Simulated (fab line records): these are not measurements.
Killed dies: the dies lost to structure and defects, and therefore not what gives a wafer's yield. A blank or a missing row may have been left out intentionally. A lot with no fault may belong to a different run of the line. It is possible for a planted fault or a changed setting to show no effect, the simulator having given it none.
Matching of chambers + flow sky130 + SKY_VIA3_ETCH_15 on rie diel-04: 4 sister chambers
The step etches SiO2 in C4F8/O2/Ar, stops on TiN, target depth 507 nm, time 78 s. 8 wafers are shown with their chamber, then 10 later ones without.

== EACH WAFER AND ITS CHAMBER ==
| wafer  | chamber | rf fwd power W (W) | oes product au (a.u.) |
|--------|---------|--------------------|-----------------------|
| L082.5 | 0       | 1488               | 0.947                 |
| L085.5 | 3       | 1487               | 0.945                 |
| L085.6 | 2       | 1480               | 0.951                 |
| L086.1 | 1       | 1483               | 0.947                 |
| L086.4 | 2       | 1491               | 0.951                 |
| L086.5 | 1       | 1483               | 0.941                 |
| L087.2 | 3       | 1488               | 0.949                 |
| L087.4 | 0       | 1487               | 0.944                 |

== WAFERS WITH NO CHAMBER GIVEN ==
| wafer  | rf fwd power W (W) | oes product au (a.u.) |
|--------|--------------------|-----------------------|
| L087.6 | 1493               | 0.953                 |
| L089.2 | 1491               | 0.950                 |
| L089.3 | 1485               | 0.938                 |
| L089.5 | 1492               | 0.951                 |
| L093.1 | 1484               | 0.944                 |
| L093.3 | 1482               | 0.943                 |
| L093.4 | 1488               | 0.941                 |
| L096.3 | 1489               | 0.940                 |
| L096.5 | 1487               | 0.954                 |
| L096.6 | 1486               | 0.949                 |

== WHICH CHAMBER EACH WENT THROUGH ==
| wafer  | from the rows above               | in truth |
|--------|-----------------------------------|----------|
| L087.6 | can't be placed: 2 or 3 or 0      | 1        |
| L089.2 | can't be placed: 3 or 2 or 0 or 1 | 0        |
| L089.3 | can't be placed: 1 or 0 or 3      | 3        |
| L089.5 | can't be placed: 2 or 3 or 0 or 1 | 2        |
| L093.1 | can't be placed: 1 or 0 or 3      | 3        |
| L093.3 | can't be placed: 1 or 0 or 3      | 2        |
| L093.4 | can't be placed: 0 or 1 or 3      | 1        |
| L096.3 | can't be placed: 0 or 1 or 3      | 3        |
| L096.5 | can't be placed: 2 or 3 or 0      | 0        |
| L096.6 | can't be placed: 2 or 3 or 0 or 1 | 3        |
0 of 10 placed correctly. Can't be placed from these rows: 10 (the true chamber is among the candidates in 8). 0 placed wrongly.
How it was worked out, from the rows above alone: a wafer's distance from a chamber is the root of the sum, over the readings, of the square of ((its reading less the chamber's mean) divided by the reading's scatter). If the next closest chamber is less than 2 further off than the closest, the wafer can't be placed; otherwise it belongs to the closest. Each chamber's mean is taken over the wafers shown for it. How the scatter is found: for the shown wafers, subtract from each reading the mean of its chamber, square and add these, divide the total by (wafers less chambers), then take the root.
